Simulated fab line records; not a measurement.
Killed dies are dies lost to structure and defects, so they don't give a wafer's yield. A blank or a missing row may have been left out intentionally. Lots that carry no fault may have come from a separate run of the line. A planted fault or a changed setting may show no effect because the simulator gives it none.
fab line records	flow gf180mcu
record lots=5	wafers=15	lastDay=33
route steps=602 shown LVPWELL@62 MVSD@66 MVPSD@78 VT_IMPLANT@90
lots that met no fault: taken from a fault-free run of the same line
startH: the number of hours between the record's first day and the start of the first shown wafer of the lot	waitH: hours since the lot's step before	" same as the row above	L1.1+2: one row covering several wafers at once	- no value present, or no start provided	* or withheld: withheld	< > ~ a bound
route shown NAME@n: NAME is a module with steps in the file, n the number in the route of the first one	usual: average and standard deviation across the fault-free wafers	same: alike in all rows	chamber/n: place in a boat	sites: readings site by site	_std_site: their standard deviation	_edge_site: the outer-site mean with the inner-site mean subtracted	radiusMm: how far each site lies from the wafer's centre	mask NAME#n: copy n	behind: the last tool/chamber to shape the wafer	hold: cause of the lot's hold/its duration in hours/its outcome	device: names the non-switching transistor (n, p or np)	end of line: tests run on the same wafers once the route is complete	a step given without rows: its recipe and nothing more	killed: at the first sort, the dies lost to defects and structure; wafer yield is something else	map: dies across one wafer; x = killed, . = not, _ = none there
set.NAME: the setting that was run; set.NAME@STEP: the one run at that earlier step	model.NAME: the simulator's own value behind a step, which no gauge read
lots seen at some steps along the route; tables by step, rows by wafer
services: a tool's chamber out of use, with start hour (startH, from the record's first day; less than 0 if before it), hours out, and reason
## steps
# step GF_LVPWELL_IMPLANT_08
# recipe species=B	energyKev=170	doseCm2=1.5e+13	tiltDeg=0
lot.wafer	tool	chamber	startH	waitH
L080.1+3+6	implanter-04	0	102.01	0.0
L082.3+4+5	implanter-01	0	113.94	0.1
L087.2+4+6	implanter-01	0	140.31	0.0
L091.3+4+6	implanter-04	0	168.69	0.1
L093.1+4+6	implanter-03	0	175.86	0.0
# step GF_LVPWELL_IMPLANT_09
# recipe species=B	energyKev=60	doseCm2=5e+12	tiltDeg=0
lot.wafer	tool	chamber	startH	waitH
L080.1+3+6	implanter-04	0	102.16	0.1
L082.3+4+5	implanter-01	0	114.09	0.1
L087.2+4+6	implanter-01	0	140.46	0.1
L091.3+4+6	implanter-04	0	168.84	0.1
L093.1+4+6	implanter-03	0	176.01	0.1
# step GF_LVPWELL_STRIP_10
# recipe chemistry=O2/N2	powerW=1400	pressureMtorr=1500	platenTempC=250	o2FlowSccm=3000	n2FlowSccm=300	overashFraction=0.5
# usual chamberPressureMTorr=1500.0/1.5	drypumpMotorCurrentA=5.99/0.26	heaterPowerW=351/27	oesProductAu=0.723/0.0046	stripTimeToEndpointS=36.99/0.099
lot.wafer	tool	chamber	startH	waitH	chamberPressureMTorr	drypumpMotorCurrentA	heaterPowerW	oesProductAu	rfHoursCounterH	stripTimeToEndpointS
L080.1	plasmaAsher-02	1	102.31	0.1	1503.6	5.64	364	0.722	48	36.96
L080.3	"	1	"	"	1499.0	5.64	378	0.719	-	37.00
L080.6	"	0	"	"	1502.2	6.13	305	0.715	-	36.94
L082.3	plasmaAsher-03	0	114.22	0.1	1499.5	5.71	357	0.711	-	37.08
L082.4	"	1	"	"	1502.5	6.24	355	0.710	-	36.92
L082.5	"	1	"	"	1499.1	6.27	354	0.729	-	37.08
L087.2	plasmaAsher-01	0	140.59	0.1	1500.4	5.99	379	0.727	51	36.99
L087.4	"	0	"	"	1497.1	6.00	375	0.718	-	37.13
L087.6	"	0	"	"	1501.6	5.99	365	0.719	-	37.15
L091.3	plasmaAsher-02	1	168.97	0.1	1502.1	5.60	371	0.727	-	37.20
L091.4	"	0	"	"	1499.3	6.13	302	0.723	-	37.07
L091.6	"	0	"	"	1499.9	6.13	304	0.724	-	37.07
L093.1	plasmaAsher-02	1	176.16	0.1	1504.6	5.65	372	0.722	56	37.10
L093.4	"	1	"	"	1499.4	5.61	383	0.728	-	37.11
L093.6	"	1	"	"	1498.9	5.63	363	0.729	-	37.04
# step GF_LVPWELL_TW_MEAS_11
# usual LVPWELL_TW=559/3.7
lot.wafer	tool	chamber	startH	waitH	LVPWELL_TW
L080.1	filmMetro-02	-	102.41	0.1	556
L080.3	"	-	"	"	555
L080.6	"	-	"	"	555
L082.3	filmMetro-04	-	114.31	0.1	563
L082.4	"	-	"	"	561
L082.5	"	-	"	"	560
L087.2	filmMetro-02	-	140.70	0.1	556
L087.4	"	-	"	"	558
L087.6	"	-	"	"	556
L091.3	filmMetro-01	-	169.06	0.1	553
L091.4	"	-	"	"	554
L091.6	"	-	"	"	555
L093.1	filmMetro-04	-	176.26	0.1	558
L093.4	"	-	"	"	562
L093.6	"	-	"	"	561
# step GF_MVSD_DEHYDRATE_00
# recipe tempC=200	timeS=60
# same timeS=60
lot.wafer	tool	chamber	startH	waitH
L080.1+3+6	lithoTrack-01	0	108.55	6.1
L082.3+4+5	lithoTrack-01	0	120.75	6.4
L087.2+4+6	lithoTrack-04	0	147.55	6.8
L091.3+4+6	lithoTrack-03	0	176.52	7.5
L093.1+4+6	lithoTrack-04	0	183.72	7.5
# step GF_MVSD_HMDS_01
# recipe primeTimeS=60	primeTempC=120
lot.wafer	tool	chamber	startH	waitH
L080.1+3+6	lithoTrack-01	0	108.70	0.1
L082.3+4+5	lithoTrack-01	0	120.90	0.1
L087.2+4+6	lithoTrack-04	0	147.70	0.1
L091.3+4+6	lithoTrack-03	0	176.67	0.1
L093.1+4+6	lithoTrack-04	0	183.87	0.1
# step GF_MVSD_COAT_02
# recipe spinRpm=2000	resistThkNm=3000
lot.wafer	tool	chamber	startH	waitH
L080.1+3+6	lithoTrack-01	0	108.85	0.1
L082.3+4+5	lithoTrack-01	0	121.05	0.1
L087.2+4+6	lithoTrack-04	0	147.85	0.1
L091.3+4+6	lithoTrack-03	0	176.82	0.1
L093.1+4+6	lithoTrack-04	0	184.02	0.1
# step GF_MVSD_SOFTBAKE_03
# recipe tempC=110	timeS=withheld
lot.wafer	tool	chamber	startH	waitH
L080.1+3+6	lithoTrack-01	0	109.00	0.1
L082.3+4+5	lithoTrack-01	0	121.22	0.1
L087.2+4+6	lithoTrack-04	0	148.01	0.1
L091.3+4+6	lithoTrack-03	0	176.99	0.1
L093.1+4+6	lithoTrack-04	0	184.17	0.1
# step GF_MVSD_EXPOSE_04
# recipe maskId=MVSD	targetCdNm=1000	na=0.6	sourceShape=conventional	sigmaOuter=0.6	doseMj=260
# same sigmaOuter=0.6
lot.wafer	tool	chamber	startH	waitH	mask
L080.1+3+6	ilineStepper-02	0	-	-	MVSD#0
L082.3+4+5	ilineStepper-01	0	-	-	MVSD#0
L087.2+4+6	ilineStepper-01	0	-	-	MVSD#0
L091.3+4+6	ilineStepper-02	0	-	-	MVSD#0
L093.1+4+6	ilineStepper-02	0	-	-	MVSD#0
# step GF_MVSD_PEB_05
# recipe tempC=115	timeS=withheld
lot.wafer	tool	chamber	startH	waitH
L080.1+3+6	lithoTrack-04	0	-	-
L082.3+4+5	lithoTrack-01	0	-	-
L087.2+4+6	lithoTrack-04	0	-	-
L091.3+4+6	lithoTrack-04	0	-	-
L093.1+4+6	lithoTrack-04	0	-	-
# step GF_MVSD_DEVELOP_06
# recipe wallAngleDeg=90	developTimeS=60	devTempC=23
lot.wafer	tool	chamber	startH	waitH
L080.1+3+6	lithoTrack-04	0	-	-
L082.3+4+5	lithoTrack-01	0	-	-
L087.2+4+6	lithoTrack-04	0	-	-
L091.3+4+6	lithoTrack-04	0	-	-
L093.1+4+6	lithoTrack-04	0	-	-
# step GF_MVSD_OVL_MEAS_07
# usual MVSD_OVL=-1.0/1.4
lot.wafer	tool	chamber	startH	waitH	MVSD_OVL[nm]
L080.1	overlay-02	-	116.07	-	-3.7
L080.3	"	-	"	"	-0.1
L080.6	"	-	"	"	-1.8
L082.3	overlay-01	-	128.82	-	-3.0
L082.4	"	-	"	"	-1.8
L082.5	"	-	"	"	-1.0
L087.2	overlay-01	-	155.73	-	-0.2
L087.4	"	-	"	"	-0.1
L087.6	"	-	"	"	-1.4
L091.3	overlay-02	-	185.09	-	1.2
L091.4	"	-	"	"	-2.4
L091.6	"	-	"	"	-1.4
L093.1	overlay-02	-	192.38	-	0.6
L093.4	"	-	"	"	0.9
L093.6	"	-	"	"	-0.1
# step GF_MVSD_IMPLANT_08
# recipe species=P	energyKev=400	doseCm2=1.6e+13	tiltDeg=0
lot.wafer	tool	chamber	startH	waitH
L080.1+3+6	implanter-02	0	116.11	0.0
L082.3+4+5	implanter-01	0	128.89	0.1
L087.2+4+6	implanter-02	0	155.79	0.0
L091.3+4+6	implanter-04	0	185.16	0.1
L093.1+4+6	implanter-01	0	192.41	0.0
# step GF_MVSD_IMPLANT_09
# recipe species=P	energyKev=100	doseCm2=5e+12	tiltDeg=0
lot.wafer	tool	chamber	startH	waitH
L080.1+3+6	implanter-02	0	116.26	0.1
L082.3+4+5	implanter-01	0	129.04	0.1
L087.2+4+6	implanter-02	0	155.94	0.1
L091.3+4+6	implanter-04	0	185.31	0.1
L093.1+4+6	implanter-01	0	192.56	0.1
# step GF_MVSD_STRIP_10
# recipe chemistry=O2/N2	powerW=1400	pressureMtorr=1500	platenTempC=250	o2FlowSccm=3000	n2FlowSccm=300	overashFraction=0.5
# usual chamberPressureMTorr=1500.0/1.5	drypumpMotorCurrentA=5.91/0.27	heaterPowerW=348/31	oesProductAu=0.723/0.0045	stripTimeToEndpointS=36.96/0.1
lot.wafer	tool	chamber	startH	waitH	chamberPressureMTorr	drypumpMotorCurrentA	heaterPowerW	oesProductAu	rfHoursCounterH	stripTimeToEndpointS
L080.1	plasmaAsher-02	0	116.41	0.1	1496.7	6.13	305	0.719	50	37.11
L080.3	"	1	"	"	1499.6	5.62	385	0.725	-	37.04
L080.6	"	0	"	"	1501.1	6.14	297	0.726	-	37.03
L082.3	plasmaAsher-02	0	129.17	0.1	1500.8	6.15	299	0.723	-	37.09
L082.4	"	1	"	"	1497.1	5.63	371	0.735	-	36.99
L082.5	"	1	"	"	1500.4	5.63	373	0.722	-	37.04
L087.2	plasmaAsher-02	0	156.06	0.1	1500.6	6.12	303	0.730	54	37.16
L087.4	"	1	"	"	1498.9	5.63	378	0.722	-	37.26
L087.6	"	1	"	"	1499.9	5.63	381	0.727	-	37.09
L091.3	plasmaAsher-02	1	185.44	0.1	1500.5	5.63	377	0.729	-	36.84
L091.4	"	0	"	"	1501.5	6.12	299	0.723	-	36.88
L091.6	"	1	"	"	1501.6	5.62	375	0.727	-	36.98
L093.1	plasmaAsher-03	1	192.71	0.1	1498.1	6.24	351	0.726	34	37.10
L093.4	"	0	"	"	1502.9	5.73	354	0.730	-	37.22
L093.6	"	1	"	"	1500.3	6.25	360	0.726	-	37.11
# step GF_MVSD_TW_MEAS_11
# usual MVSD_TW=1572/11
lot.wafer	tool	chamber	startH	waitH	MVSD_TW
L080.1	filmMetro-02	-	116.51	0.1	1569
L080.3	"	-	"	"	1566
L080.6	"	-	"	"	1574
L082.3	filmMetro-02	-	129.26	0.1	1571
L082.4	"	-	"	"	1567
L082.5	"	-	"	"	1571
L087.2	filmMetro-01	-	156.17	0.1	1572
L087.4	"	-	"	"	1572
L087.6	"	-	"	"	1558
L091.3	filmMetro-04	-	185.53	0.1	1587
L091.4	"	-	"	"	1590
L091.6	"	-	"	"	1584
L093.1	filmMetro-02	-	192.81	0.1	1558
L093.4	"	-	"	"	1560
L093.6	"	-	"	"	1558
# step GF_MVPSD_DEHYDRATE_00
# recipe tempC=200	timeS=60
# same timeS=60
lot.wafer	tool	chamber	startH	waitH
L080.1+3+6	lithoTrack-03	0	123.12	6.6
L082.3+4+5	lithoTrack-03	0	136.42	7.2
L087.2+4+6	lithoTrack-03	0	163.30	7.1
L091.3+4+6	lithoTrack-04	0	193.02	7.5
L093.1+4+6	lithoTrack-02	0	200.15	7.3
# step GF_MVPSD_HMDS_01
# recipe primeTimeS=60	primeTempC=120
lot.wafer	tool	chamber	startH	waitH
L080.1+3+6	lithoTrack-03	0	123.27	0.1
L082.3+4+5	lithoTrack-03	0	136.57	0.1
L087.2+4+6	lithoTrack-03	0	163.45	0.1
L091.3+4+6	lithoTrack-04	0	193.17	0.1
L093.1+4+6	lithoTrack-02	0	200.30	0.1
# step GF_MVPSD_COAT_02
# recipe spinRpm=2000	resistThkNm=3000
lot.wafer	tool	chamber	startH	waitH
L080.1+3+6	lithoTrack-03	0	123.42	0.1
L082.3+4+5	lithoTrack-03	0	136.72	0.1
L087.2+4+6	lithoTrack-03	0	163.60	0.1
L091.3+4+6	lithoTrack-04	0	193.32	0.1
L093.1+4+6	lithoTrack-02	0	200.45	0.1
# step GF_MVPSD_SOFTBAKE_03
# recipe tempC=110	timeS=withheld
lot.wafer	tool	chamber	startH	waitH
L080.1+3+6	lithoTrack-03	0	123.57	0.1
L082.3+4+5	lithoTrack-03	0	136.89	0.1
L087.2+4+6	lithoTrack-03	0	163.75	0.1
L091.3+4+6	lithoTrack-04	0	193.49	0.1
L093.1+4+6	lithoTrack-02	0	200.60	0.1
# step GF_MVPSD_EXPOSE_04
# recipe maskId=MVPSD	targetCdNm=1000	na=0.6	sourceShape=conventional	sigmaOuter=0.6	doseMj=260
# same sigmaOuter=0.6
lot.wafer	tool	chamber	startH	waitH	mask
L080.1+3+6	ilineStepper-02	0	-	-	MVPSD#0
L082.3+4+5	ilineStepper-01	0	-	-	MVPSD#0
L087.2+4+6	ilineStepper-01	0	-	-	MVPSD#0
L091.3+4+6	ilineStepper-02	0	-	-	MVPSD#0
L093.1+4+6	ilineStepper-02	0	-	-	MVPSD#0
# step GF_MVPSD_PEB_05
# recipe tempC=115	timeS=withheld
lot.wafer	tool	chamber	startH	waitH
L080.1+3+6	lithoTrack-03	0	-	-
L082.3+4+5	lithoTrack-02	0	-	-
L087.2+4+6	lithoTrack-02	0	-	-
L091.3+4+6	lithoTrack-02	0	-	-
L093.1+4+6	lithoTrack-02	0	-	-
# step GF_MVPSD_DEVELOP_06
# recipe wallAngleDeg=90	developTimeS=60	devTempC=23
lot.wafer	tool	chamber	startH	waitH
L080.1+3+6	lithoTrack-03	0	-	-
L082.3+4+5	lithoTrack-02	0	-	-
L087.2+4+6	lithoTrack-02	0	-	-
L091.3+4+6	lithoTrack-02	0	-	-
L093.1+4+6	lithoTrack-02	0	-	-
# step GF_MVPSD_OVL_MEAS_07
# usual MVPSD_OVL=-0.5/1.3
lot.wafer	tool	chamber	startH	waitH	MVPSD_OVL[nm]
L080.1	overlay-02	-	131.32	-	-2.5
L080.3	"	-	"	"	-0.6
L080.6	"	-	"	"	-2.4
L082.3	overlay-02	-	144.11	-	-1.5
L082.4	"	-	"	"	-1.9
L082.5	"	-	"	"	-0.6
L087.2	overlay-02	-	171.81	-	1.2
L087.4	"	-	"	"	-0.5
L087.6	"	-	"	"	-0.1
L091.3	overlay-01	-	201.81	-	-1.3
L091.4	"	-	"	"	-3.4
L091.6	"	-	"	"	-0.8
L093.1	overlay-01	-	210.05	-	-1.7
L093.4	"	-	"	"	-1.3
L093.6	"	-	"	"	-1.3
# step GF_MVPSD_IMPLANT_08
# recipe species=B	energyKev=170	doseCm2=1.5e+13	tiltDeg=0
lot.wafer	tool	chamber	startH	waitH
L080.1+3+6	implanter-02	0	131.36	0.0
L082.3+4+5	implanter-02	0	144.19	0.1
L087.2+4+6	implanter-02	0	171.86	0.0
L091.3+4+6	implanter-02	0	201.89	0.1
L093.1+4+6	implanter-02	0	210.09	0.0
# step GF_MVPSD_IMPLANT_09
# recipe species=B	energyKev=40	doseCm2=5e+12	tiltDeg=0
lot.wafer	tool	chamber	startH	waitH
L080.1+3+6	implanter-02	0	131.51	0.1
L082.3+4+5	implanter-02	0	144.34	0.1
L087.2+4+6	implanter-02	0	172.01	0.1
L091.3+4+6	implanter-02	0	202.04	0.1
L093.1+4+6	implanter-02	0	210.24	0.1
# step GF_MVPSD_STRIP_10
# recipe chemistry=O2/N2	powerW=1400	pressureMtorr=1500	platenTempC=250	o2FlowSccm=3000	n2FlowSccm=300	overashFraction=0.5
# usual chamberPressureMTorr=1500.1/1.3	drypumpMotorCurrentA=5.99/0.27	heaterPowerW=361/12	oesProductAu=0.722/0.0042	stripTimeToEndpointS=36.98/0.11
lot.wafer	tool	chamber	startH	waitH	chamberPressureMTorr	drypumpMotorCurrentA	heaterPowerW	oesProductAu	rfHoursCounterH	stripTimeToEndpointS
L080.1	plasmaAsher-04	1	131.66	0.1	1497.0	5.57	365	0.722	1	37.12
L080.3	"	1	"	"	1499.8	5.59	362	0.727	-	36.96
L080.6	"	0	"	"	1501.3	6.15	391	0.717	-	37.17
L082.3	plasmaAsher-01	0	144.47	0.1	1501.4	5.97	373	0.722	-	36.98
L082.4	"	1	"	"	1497.9	6.26	358	0.722	-	36.99
L082.5	"	1	"	"	1502.2	6.28	357	0.721	-	37.04
L087.2	plasmaAsher-03	1	172.14	0.1	1499.0	6.23	343	0.722	31	36.92
L087.4	"	1	"	"	1498.4	6.27	359	0.728	-	36.86
L087.6	"	0	"	"	1498.6	5.70	358	0.724	-	36.90
L091.3	plasmaAsher-03	0	202.17	0.1	1501.2	5.71	352	0.729	-	37.18
L091.4	"	1	"	"	1500.4	6.26	341	0.723	-	37.19
L091.6	"	0	"	"	1501.5	5.70	357	0.718	-	37.16
L093.1	plasmaAsher-04	1	210.39	0.1	1500.2	5.57	361	0.716	10	36.73
L093.4	"	1	"	"	1500.9	5.56	363	0.718	-	36.73
L093.6	"	1	"	"	1501.8	5.58	361	0.719	-	36.77
# step GF_MVPSD_TW_MEAS_11
# usual MVPSD_TW=552/4.2
lot.wafer	tool	chamber	startH	waitH	MVPSD_TW
L080.1	filmMetro-01	-	131.76	0.1	547
L080.3	"	-	"	"	545
L080.6	"	-	"	"	545
L082.3	filmMetro-02	-	144.56	0.1	557
L082.4	"	-	"	"	550
L082.5	"	-	"	"	552
L087.2	filmMetro-04	-	172.25	0.1	553
L087.4	"	-	"	"	557
L087.6	"	-	"	"	554
L091.3	filmMetro-04	-	202.26	0.1	557
L091.4	"	-	"	"	556
L091.6	"	-	"	"	559
L093.1	filmMetro-04	-	210.49	0.1	555
L093.4	"	-	"	"	556
L093.6	"	-	"	"	559
# step GF_VT_IMPLANT_DEHYDRATE_00
# recipe tempC=200	timeS=60
# same timeS=60
lot.wafer	tool	chamber	startH	waitH
L080.1+3+6	lithoTrack-03	0	138.52	6.8
L082.3+4+5	lithoTrack-02	0	152.05	7.5
L087.2+4+6	lithoTrack-02	0	179.88	7.6
L091.3+4+6	lithoTrack-02	0	210.70	8.4
L093.1+4+6	lithoTrack-02	0	218.50	8.0
# step GF_VT_IMPLANT_HMDS_01
# recipe primeTimeS=60	primeTempC=120
lot.wafer	tool	chamber	startH	waitH
L080.1+3+6	lithoTrack-03	0	138.67	0.1
L082.3+4+5	lithoTrack-02	0	152.20	0.1
L087.2+4+6	lithoTrack-02	0	180.03	0.1
L091.3+4+6	lithoTrack-02	0	210.85	0.1
L093.1+4+6	lithoTrack-02	0	218.65	0.1
# step GF_VT_IMPLANT_COAT_02
# recipe resist=NOVOLAK	spinRpm=3000	resistThkNm=1000
lot.wafer	tool	chamber	startH	waitH
L080.1+3+6	lithoTrack-03	0	138.82	0.1
L082.3+4+5	lithoTrack-02	0	152.35	0.1
L087.2+4+6	lithoTrack-02	0	180.18	0.1
L091.3+4+6	lithoTrack-02	0	211.00	0.1
L093.1+4+6	lithoTrack-02	0	218.80	0.1
# step GF_VT_IMPLANT_SOFTBAKE_03
# recipe tempC=90	timeS=60	resist=NOVOLAK
# same timeS=60
lot.wafer	tool	chamber	startH	waitH
L080.1+3+6	lithoTrack-03	0	138.97	0.1
L082.3+4+5	lithoTrack-02	0	152.50	0.1
L087.2+4+6	lithoTrack-02	0	180.33	0.1
L091.3+4+6	lithoTrack-02	0	211.15	0.1
L093.1+4+6	lithoTrack-02	0	218.95	0.1
# step GF_VT_IMPLANT_EXPOSE_04
# recipe maskId=LVPWELL_LV_AREA	targetCdNm=600	na=0.6	sourceShape=conventional	sigmaOuter=0.6	doseMj=140
# same sigmaOuter=0.6
lot.wafer	tool	chamber	startH	waitH	mask
L080.1+3+6	ilineStepper-01	0	-	-	LVPWELL_LV_AREA#0
L082.3+4+5	ilineStepper-01	0	-	-	LVPWELL_LV_AREA#0
L087.2+4+6	ilineStepper-01	0	-	-	LVPWELL_LV_AREA#0
L091.3+4+6	ilineStepper-01	0	-	-	LVPWELL_LV_AREA#0
L093.1+4+6	ilineStepper-01	0	-	-	LVPWELL_LV_AREA#0
# step GF_VT_IMPLANT_PEB_05
# recipe tempC=withheld	timeS=*	resist=NOVOLAK
# same timeS=*
lot.wafer	tool	chamber	startH	waitH
L080.1+3+6	lithoTrack-02	0	-	-
L082.3+4+5	lithoTrack-02	0	-	-
L087.2+4+6	lithoTrack-02	0	-	-
L091.3+4+6	lithoTrack-03	0	-	-
L093.1+4+6	lithoTrack-02	0	-	-
# step GF_VT_IMPLANT_DEVELOP_06
# recipe developTimeS=60	devTempC=23
lot.wafer	tool	chamber	startH	waitH
L080.1+3+6	lithoTrack-02	0	146.90	0.1
L082.3+4+5	lithoTrack-02	0	160.00	0.1
L087.2+4+6	lithoTrack-02	0	187.93	0.1
L091.3+4+6	lithoTrack-03	0	219.42	0.1
L093.1+4+6	lithoTrack-02	0	227.65	0.1
# step GF_VT_IMPLANT_OVL_MEAS_07
# usual VT_IMPLANT_OVL=-0.4/1.4
lot.wafer	tool	chamber	startH	waitH	VT_IMPLANT_OVL[nm]
L080.1	overlay-02	-	147.05	0.1	-1.0
L080.3	"	-	"	"	-2.2
L080.6	"	-	"	"	-0.5
L082.3	overlay-01	-	160.11	0.1	-1.4
L082.4	"	-	"	"	-0.2
L082.5	"	-	"	"	-0.1
L087.2	overlay-02	-	188.06	0.1	1.3
L087.4	"	-	"	"	0.7
L087.6	"	-	"	"	3.6
L091.3	overlay-02	-	219.55	0.1	-0.8
L091.4	"	-	"	"	-0.5
L091.6	"	-	"	"	-0.6
L093.1	overlay-01	-	227.80	0.1	-0.5
L093.4	"	-	"	"	-3.6
L093.6	"	-	"	"	-3.2
# step GF_VT_IMPLANT_IMPLANT_08
# recipe species=BF2	energyKev=20	doseCm2=8.29e+12	tiltDeg=7
lot.wafer	tool	chamber	startH	waitH
L080.1+3+6	implanter-04	0	147.09	0.0
L082.3+4+5	implanter-04	0	160.19	0.1
L087.2+4+6	implanter-02	0	188.11	0.0
L091.3+4+6	implanter-04	0	219.62	0.1
L093.1+4+6	implanter-02	0	227.84	0.0
# step GF_VT_IMPLANT_STRIP_09
# recipe chemistry=O2/N2	powerW=1400	pressureMtorr=1500	platenTempC=250	o2FlowSccm=3000	n2FlowSccm=300	overashFraction=0.5
# usual chamberPressureMTorr=1500.0/1.4	drypumpMotorCurrentA=5.91/0.27	heaterPowerW=360/30	oesProductAu=0.717/0.0049	stripTimeToEndpointS=12.61/0.031
lot.wafer	tool	chamber	startH	waitH	chamberPressureMTorr	drypumpMotorCurrentA	heaterPowerW	oesProductAu	rfHoursCounterH	stripTimeToEndpointS
L080.1	plasmaAsher-02	0	147.24	0.1	1499.5	6.16	307	0.709	53	12.65
L080.3	"	0	"	"	1499.8	6.15	295	0.713	-	12.62
L080.6	"	1	"	"	1501.4	5.63	373	0.730	-	12.67
L082.3	plasmaAsher-01	0	160.32	0.1	1498.8	5.95	374	0.718	-	12.66
L082.4	"	1	"	"	1497.9	6.28	370	0.714	-	12.67
L082.5	"	0	"	"	1500.0	5.97	369	0.717	-	12.65
L087.2	plasmaAsher-04	0	188.24	0.1	1498.6	6.13	385	0.717	8	12.59
L087.4	"	1	"	"	1500.7	5.58	366	0.719	-	12.60
L087.6	"	0	"	"	1499.9	6.10	382	0.722	-	12.61
L091.3	plasmaAsher-04	0	219.76	0.1	1497.4	6.13	385	0.715	-	12.57
L091.4	"	1	"	"	1498.2	5.60	365	0.728	-	12.59
L091.6	"	0	"	"	1501.2	6.12	403	0.718	-	12.61
L093.1	plasmaAsher-02	1	227.99	0.1	1501.5	5.62	376	0.712	62	12.63
L093.4	"	1	"	"	1499.0	5.62	368	0.716	-	12.63
L093.6	"	0	"	"	1499.6	6.16	310	0.717	-	12.65
# step GF_VT_IMPLANT_TW_MEAS_10
# usual VT_IMPLANT_TW=561/4.3
lot.wafer	tool	chamber	startH	waitH	VT_IMPLANT_TW
L080.1	filmMetro-03	-	147.34	0.1	560
L080.3	"	-	"	"	559
L080.6	"	-	"	"	559
L082.3	filmMetro-03	-	160.41	0.1	561
L082.4	"	-	"	"	556
L082.5	"	-	"	"	557
L087.2	filmMetro-03	-	188.35	0.1	551
L087.4	"	-	"	"	554
L087.6	"	-	"	"	556
L091.3	filmMetro-03	-	219.84	0.1	564
L091.4	"	-	"	"	560
L091.6	"	-	"	"	560
L093.1	filmMetro-03	-	228.09	0.1	561
L093.4	"	-	"	"	558
L093.6	"	-	"	"	559
# step GF_VT_IMPLANT_DEHYDRATE_11
# recipe tempC=200	timeS=60
# same timeS=60
lot.wafer	tool	chamber	startH	waitH
L080.1+3+6	lithoTrack-03	0	154.82	7.5
L082.3+4+5	lithoTrack-01	0	167.95	7.5
L087.2+4+6	lithoTrack-01	0	196.33	8.0
L091.3+4+6	lithoTrack-03	0	228.27	8.4
L093.1+4+6	lithoTrack-01	0	236.45	8.4
# step GF_VT_IMPLANT_HMDS_12
# recipe primeTimeS=60	primeTempC=120
lot.wafer	tool	chamber	startH	waitH
L080.1+3+6	lithoTrack-03	0	154.97	0.1
L082.3+4+5	lithoTrack-01	0	168.10	0.1
L087.2+4+6	lithoTrack-01	0	196.48	0.1
L091.3+4+6	lithoTrack-03	0	228.42	0.1
L093.1+4+6	lithoTrack-01	0	236.60	0.1
# step GF_VT_IMPLANT_COAT_13
# recipe resist=NOVOLAK	spinRpm=3000	resistThkNm=1000
lot.wafer	tool	chamber	startH	waitH
L080.1+3+6	lithoTrack-03	0	155.12	0.1
L082.3+4+5	lithoTrack-01	0	168.25	0.1
L087.2+4+6	lithoTrack-01	0	196.63	0.1
L091.3+4+6	lithoTrack-03	0	228.57	0.1
L093.1+4+6	lithoTrack-01	0	236.75	0.1
# step GF_VT_IMPLANT_SOFTBAKE_14
# recipe tempC=90	timeS=60	resist=NOVOLAK
# same timeS=60
lot.wafer	tool	chamber	startH	waitH
L080.1+3+6	lithoTrack-03	0	155.27	0.1
L082.3+4+5	lithoTrack-01	0	168.40	0.1
L087.2+4+6	lithoTrack-01	0	196.78	0.1
L091.3+4+6	lithoTrack-03	0	228.72	0.1
L093.1+4+6	lithoTrack-01	0	236.90	0.1
# step GF_VT_IMPLANT_EXPOSE_15
# recipe maskId=Nwell_LV_AREA	targetCdNm=860	na=0.6	sourceShape=conventional	sigmaOuter=0.6	doseMj=140
# same sigmaOuter=0.6
lot.wafer	tool	chamber	startH	waitH	mask
L080.1+3+6	ilineStepper-01	0	-	-	Nwell_LV_AREA#0
L082.3+4+5	ilineStepper-02	0	-	-	Nwell_LV_AREA#0
L087.2+4+6	ilineStepper-01	0	-	-	Nwell_LV_AREA#0
L091.3+4+6	ilineStepper-02	0	-	-	Nwell_LV_AREA#0
L093.1+4+6	ilineStepper-02	0	-	-	Nwell_LV_AREA#0
# step GF_VT_IMPLANT_PEB_16
# recipe tempC=withheld	timeS=*	resist=NOVOLAK
# same timeS=*
lot.wafer	tool	chamber	startH	waitH
L080.1+3+6	lithoTrack-03	0	-	-
L082.3+4+5	lithoTrack-03	0	-	-
L087.2+4+6	lithoTrack-01	0	-	-
L091.3+4+6	lithoTrack-03	0	-	-
L093.1+4+6	lithoTrack-03	0	-	-
# step GF_VT_IMPLANT_DEVELOP_17
# recipe developTimeS=60	devTempC=23
lot.wafer	tool	chamber	startH	waitH
L080.1+3+6	lithoTrack-03	0	163.12	0.1
L082.3+4+5	lithoTrack-03	0	176.37	0.1
L087.2+4+6	lithoTrack-01	0	204.98	0.1
L091.3+4+6	lithoTrack-03	0	237.57	0.1
L093.1+4+6	lithoTrack-03	0	246.32	0.1
# step GF_VT_IMPLANT_OVL_MEAS_18
# usual VT_IMPLANT_01_OVL=0.3/1.2
lot.wafer	tool	chamber	startH	waitH	VT_IMPLANT_01_OVL[nm]
L080.1	overlay-02	-	163.27	0.1	0.7
L080.3	"	-	"	"	1.8
L080.6	"	-	"	"	1.0
L082.3	overlay-01	-	176.48	0.1	-0.2
L082.4	"	-	"	"	1.4
L082.5	"	-	"	"	0.1
L087.2	overlay-01	-	205.11	0.1	-1.3
L087.4	"	-	"	"	-0.1
L087.6	"	-	"	"	-1.7
L091.3	overlay-02	-	237.68	0.1	0.7
L091.4	"	-	"	"	-2.0
L091.6	"	-	"	"	0.8
L093.1	overlay-01	-	246.47	0.1	0.7
L093.4	"	-	"	"	-0.7
L093.6	"	-	"	"	-0.6
# step GF_VT_IMPLANT_IMPLANT_19
# recipe species=As	energyKev=100	doseCm2=4.35e+12	tiltDeg=7
lot.wafer	tool	chamber	startH	waitH
L080.1+3+6	implanter-03	0	163.31	0.0
L082.3+4+5	implanter-04	0	176.56	0.1
L087.2+4+6	implanter-04	0	205.16	0.0
L091.3+4+6	implanter-03	0	237.76	0.1
L093.1+4+6	implanter-03	0	246.51	0.0
## services
tool	chamber	startH	hours	kind
plasmaAsher-03	-	85.97	2.8	pm
implanter-03	-	88.61	5.3	pm
ilineStepper-01	-	89.64	1.7	pm
ilineStepper-01	0	93.62	-	calibration
lithoTrack-02	-	98.72	-	consumableReplace:filter
implanter-02	-	98.86	1.3	repair
plasmaAsher-04	-	108.81	9.0	pm
plasmaAsher-04	0	108.81	9.0	ventCycle
plasmaAsher-04	1	108.81	9.0	ventCycle
plasmaAsher-04	0	117.81	-	clean
plasmaAsher-04	1	117.81	-	clean
ilineStepper-02	-	125.96	4.4	pm
plasmaAsher-03	-	140.00	1.3	repair
implanter-01	-	150.87	1.7	repair
implanter-02	-	193.38	0.8	repair
ilineStepper-01	-	203.99	2.9	repair
ilineStepper-02	-	210.03	8.8	repair
lithoTrack-04	-	216.64	-	consumableReplace:filter
implanter-01	-	217.38	3.4	repair
implanter-04	-	233.78	2.3	repair
ilineStepper-02	-	238.80	6.3	repair
## key
fault none
